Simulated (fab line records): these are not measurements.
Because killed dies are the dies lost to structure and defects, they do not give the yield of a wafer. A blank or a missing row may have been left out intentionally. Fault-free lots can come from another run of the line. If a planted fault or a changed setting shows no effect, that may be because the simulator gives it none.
Which tool is to blame? ; flow gf180mcu ; 13 lots, 39 wafers sampled, at 4 steps of a route of 602

WHAT EACH GAUGE READ, for each wafer
GF_MIM_THK_MEAS_06. Usual: MIM_CVD_05_THK gives 42.0 nm (standard deviation 0.5).
lot;measured;on;MIM_CVD_05_THK (nm);flag
L409;day 24 18:42;film metro-02;42.5 42.3 42.6;
L410;day 25 03:54;film metro-04;42.2 41.9 42.4;
L412;day 25 22:05;film metro-02;41.7 42.3 41.7;
L413;day 26 05:23;film metro-03;41.4 42.3 41.7;
L414;day 26 11:15;film metro-03;41.2 42.8 42.5;
L419;day 28 07:22;film metro-02;41.8 41.7 42.3;
L420;day 28 10:59;film metro-04;42.1 42.6 41.9;
L421;day 28 18:02;film metro-04;41.2 42.1 41.9;
L422;day 28 22:35;film metro-02;41.3 41.2 41.9;
L424;day 29 12:37;film metro-02;42.4 41.8 42.5;
L425;day 30 01:20;film metro-04;41.8 41.7 42.3;
L426;day 30 03:39;film metro-04;41.8 42.3 42.1;
L428;day 30 18:22;film metro-04;41.9 42.1 42.4;

WHICH TOOL RAN EACH LOT (tool, then ch and the chambers of the sampled wafers, then the start)
lot;GF_V2_CLEAN_20;GF_V4_STRIP_18;GF_V4_SPUTTER_22
L409;wet bench-04 ch 3, day 20 15:58;plasma asher-02 ch 0,1, day 24 17:13;pvd sputter-02, day 24 17:49
L410;wet bench-04 ch 0, day 21 00:28;plasma asher-01 ch 0,1, day 25 02:12;pvd sputter-02, day 25 02:48
L412;wet bench-03 ch 1, day 21 20:40;plasma asher-03 ch 0,1, day 25 20:35;pvd sputter-03, day 25 21:11
L413;wet bench-03 ch 2, day 22 06:13;plasma asher-02 ch 0,1, day 26 03:53;pvd sputter-02, day 26 04:31
L414;wet bench-04 ch 3, day 22 12:19;plasma asher-03 ch 0,1, day 26 09:25;pvd sputter-03, day 26 10:22
L419;wet bench-04 ch 1, day 24 12:55;plasma asher-03 ch 0,1, day 28 05:52;pvd sputter-01, day 28 06:28
L420;wet bench-04 ch 1, day 24 16:43;plasma asher-03 ch 0,1, day 28 09:24;pvd sputter-02, day 28 09:58
L421;wet bench-01 ch 1, day 25 00:34;plasma asher-02 ch 0,1, day 28 16:32;pvd sputter-02, day 28 17:07
L422;wet bench-01 ch 0, day 25 06:49;plasma asher-02 ch 0,1, day 28 21:00;pvd sputter-01, day 28 21:43
L424;wet bench-01 ch 1, day 25 20:40;plasma asher-01 ch 0,1, day 29 11:07;pvd sputter-01, day 29 11:43
L425;wet bench-01 ch 2, day 26 10:31;plasma asher-02 ch 1, day 29 23:25;pvd sputter-02, day 30 00:27
L426;wet bench-01 ch 2, day 26 13:04;plasma asher-02 ch 0,1, day 30 01:48;pvd sputter-01, day 30 02:46
L428;wet bench-01 ch 2, day 27 04:48;plasma asher-03 ch 0,1, day 30 16:52;pvd sputter-01, day 30 17:28
- GF_V2_CLEAN_20: cleans in DIW.
- GF_V4_STRIP_18: strips in O2/N2.
- GF_V4_SPUTTER_22: material TiN, target thk 10 nm, time 40 s.

WHAT THE TOOLS THEMSELVES READ (means of the sampled wafers that have a number; where no wafer has one, the mark that the record gives instead)
GF_V4_STRIP_18. Usual: drypump motor current A 5.7 A, standard deviation 0.78; heater power w 328 W, standard deviation 39; o2 flow sccm 3001 sccm, standard deviation 9; oes product au 0.592 a.u., standard deviation 0.0046; platen temp c 249.98 C, standard deviation 0.2.
lot;tool;drypump motor current A (A);heater power w (W);o2 flow sccm (sccm);oes product au (a.u.);platen temp c (C);flag
L409;plasma asher-02;6.3;330;3001;0.589;250.12;
L410;plasma asher-01;6.4;345;3002;0.596;249.99;
L412;plasma asher-03;5.0;311;3005;0.588;249.93;
L413;plasma asher-02;6.3;329;2991;0.592;249.92;
L414;plasma asher-03;4.8;338;3012;0.593;249.90;
L419;plasma asher-03;4.8;335;3003;0.597;249.99;
L420;plasma asher-03;5.0;310;3000;0.589;250.12;
L421;plasma asher-02;6.3;330;3000;0.595;249.98;
L422;plasma asher-02;5.8;337;3002;0.590;250.13;
L424;plasma asher-01;6.3;341;3004;0.595;249.92;
L425;plasma asher-02;5.5;346;2998;0.597;250.34;
L426;plasma asher-02;6.3;331;2994;0.588;250.01;
L428;plasma asher-03;4.9;342;3001;0.597;249.95;

GF_V4_SPUTTER_22. Usual: 29.7 % for throttle valve pct, sd 1.
lot;tool;throttle valve pct (%);flag
L409;pvd sputter-02;30.7;
L410;pvd sputter-02;30.1;
L412;pvd sputter-03;30.8;
L413;pvd sputter-02;30.3;
L414;pvd sputter-03;30.2;
L419;pvd sputter-01;28.9;
L420;pvd sputter-02;30.5;
L421;pvd sputter-02;30.1;
L422;pvd sputter-01;29.0;
L424;pvd sputter-01;29.3;
L425;pvd sputter-02;30.1;
L426;pvd sputter-01;30.1;
L428;pvd sputter-01;29.5;

THE ANSWER, worked out from the rows above alone
Rule: a lot counts as off when the mean over its wafers that have a number is more than 3 standard deviations away from the usual mean. Also off: a lot with no number at a reading for which 4 or more lots have one. Any other lot the step has rows for is counted as sound. First the gauges in route order, then the tools' own readings, where a lot's mean is used as printed above. The first step at which some lot is off is used, and at that step the reading that is off furthest; a lot without a number counts as furthest.
No lot is off at any reading shown: from this, nothing can be told.

WHAT THE SIMULATOR PUT IN
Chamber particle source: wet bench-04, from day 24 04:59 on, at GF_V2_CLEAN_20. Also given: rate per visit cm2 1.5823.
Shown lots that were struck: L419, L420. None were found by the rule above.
